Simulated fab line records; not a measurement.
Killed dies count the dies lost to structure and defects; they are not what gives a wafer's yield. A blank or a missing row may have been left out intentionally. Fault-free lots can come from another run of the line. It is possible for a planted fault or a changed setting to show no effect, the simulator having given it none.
A lot that was struck, set against a sound lot + flow gf180mcu + 24 steps out of a route of 602
Sound: the wafers L865.3, L865.5, L865.6. The struck wafers were L873.2, L873.4, L873.6. At the end, the cause is stated.
Per side, at each step with rows, come the tool, then ch with its chambers, and then its first start. Under that, the readings that differ: sound wafers + struck wafers + difference of the means + sigmas: that difference in standard deviations of wafers without a fault.
alike: words and numbers the same on both sides, and readings whose means are apart by under 2 such deviations; not compared: readings that were withheld, readings missing a value for some wafer, numbers with overlapping values and no deviation given by the record, and bounds like >300 which may hide the same value.
The two part at a step that has a row with sigmas, a row that says differs or no value, or rows on one side only. Non-overlapping numbers with no deviation appear without sigmas and do not part them. A reading that every wafer of one side lacks parts them only if that side has two wafers or more.

first, 2 steps without rows for these wafers: GF_DUAL_GATE_PEB_09; GF_DUAL_GATE_DEVELOP_10 (develop time 60 s).
GF_DUAL_GATE_OVL_MEAS_11:
  sound on overlay-01, day 10 20:40; struck on overlay-01, day 13 00:58
  alike: DUAL_GATE_OVL
then, 1 step without rows for these wafers: GF_DUAL_GATE_WET_ETCH_12 (etches SiO2 in dHF, target depth 13 nm, time 260 s).
GF_DUAL_GATE_STRIP_13: strips in O2/N2.
  sound on plasmaAsher-03 ch 0,1, day 10 20:50; struck on plasmaAsher-03 ch 0,1, day 13 01:04
  alike: drypumpMotorCurrentA, heaterPowerW, oesProductAu, stripTimeToEndpointS
  not compared: rfHoursCounterH
then, 3 steps without rows for these wafers: GF_DUAL_GATE_CLEAN_14 (cleans in SC1/SC2, time 150 s); GF_DUAL_GATE_OXIDATION_15 (stabilise 600 s, purge 300 s, target thk 7.098 nm); GF_POLY_GATE_CVD_00 (deposits poly-Si, target thk 200 nm, time 1200 s).
GF_POLY_GATE_THK_MEAS_01:
  sound on filmMetro-03, day 11 03:42; struck on filmMetro-03, day 13 05:06
| reading                   | sound             | struck            | difference | sigmas |
|---------------------------|-------------------|-------------------|------------|--------|
| POLY_GATE_CVD_00_THK (nm) | 199.2 198.1 196.6 | 203.4 201.7 202.5 | +4.6       | +2     |
then, 3 steps without rows for these wafers: GF_POLY_GATE_DEHYDRATE_02 (time 60 s); GF_POLY_GATE_HMDS_03 (prime time 60 s); GF_POLY_GATE_COAT_04.
GF_POLY_GATE_COAT_05: resist thk 700 nm.
  sound on lithoTrack-04 ch 0, day 11 12:00; struck on lithoTrack-04 ch 0, day 13 14:00
| reading                                   | sound           | struck          | difference | sigmas |
|-------------------------------------------|-----------------|-----------------|------------|--------|
| model.KrF_of_POLY_GATE_COAT_05.thkNm (nm) | 700.5 699 698.5 | 649.6 650 648.3 | -50.0      |        |
  alike: dispensePressureKPa
then, 3 steps without rows for these wafers: GF_POLY_GATE_SOFTBAKE_06 (time 60 s); GF_POLY_GATE_EXPOSE_07 (exposes mask Poly2, target cd 280 nm); GF_POLY_GATE_PEB_08 (peb time 90 s).
GF_POLY_GATE_DEVELOP_09: develop time 60 s.
  sound on lithoTrack-01 ch 0, day 11 21:28; struck on lithoTrack-02 ch 0, day 14 00:28
| reading                                   | sound             | struck          | difference | sigmas |
|-------------------------------------------|-------------------|-----------------|------------|--------|
| model.KrF_of_POLY_GATE_COAT_05.thkNm (nm) | 685.6 684.1 683.5 | 634.7 635 633.4 | -50.0      |        |
  alike: developerTempC
GF_POLY_GATE_CD_MEAS_10 targets a cd of 280 nm.
  sound on cdSem-02, day 11 21:36; struck on cdSem-01, day 14 00:37
  alike: cdNm
GF_POLY_GATE_OVL_MEAS_11:
  sound on overlay-02, day 11 21:41; struck on overlay-02, day 14 00:43
  alike: POLY_GATE_OVL
GF_POLY_GATE_ETCH_12: etches BARC in N2/H2.
  sound on rieDiel-02 ch 1,2, day 11 21:43; struck on rieDiel-03 ch 2,3, day 14 00:44
| reading             | sound             | struck            | difference | sigmas |
|---------------------|-------------------|-------------------|------------|--------|
| oesProductAu (a.u.) | 0.727 0.734 0.729 | 0.736 0.741 0.740 | +0.009     | +2     |
  alike: drypumpMotorCurrentA, throttleValvePct
GF_POLY_GATE_ETCH_13: etches poly-Si in HBr/Cl2, stops on SiO2, target depth 198.5 nm, time 69.6 s.
  sound on rieSi-02 ch 1,2, day 11 21:46; struck on rieSi-01 ch 1,3, day 14 00:48
  alike: drypumpMotorCurrentA, oesProductAu, throttleValvePct
  not compared: rfHoursCounterH
GF_POLY_GATE_STRIP_14: strips in O2/N2.
  sound on plasmaAsher-03 ch 0,1, day 11 21:51; struck on plasmaAsher-04 ch 0,1, day 14 00:51
| reading             | sound             | struck            | difference | sigmas |
|---------------------|-------------------|-------------------|------------|--------|
| oesProductAu (a.u.) | 0.505 0.504 0.507 | 0.483 0.478 0.481 | -0.025     | -5     |
  alike: drypumpMotorCurrentA, heaterPowerW
  not compared: rfHoursCounterH
then, 1 step without rows for these wafers: GF_POLY_GATE_CLEAN_15 (cleans in SC1/SC2, time 150 s).
GF_PASSIVATION_PROBE_99:
  the record holds rows for the sound wafers here (prober-02, day 31 18:10) but none for the struck ones

WHERE THEY PART
Earliest at GF_POLY_GATE_THK_MEAS_01; latest, in this record, at GF_PASSIVATION_PROBE_99.

WHY: the cause the simulator had injected
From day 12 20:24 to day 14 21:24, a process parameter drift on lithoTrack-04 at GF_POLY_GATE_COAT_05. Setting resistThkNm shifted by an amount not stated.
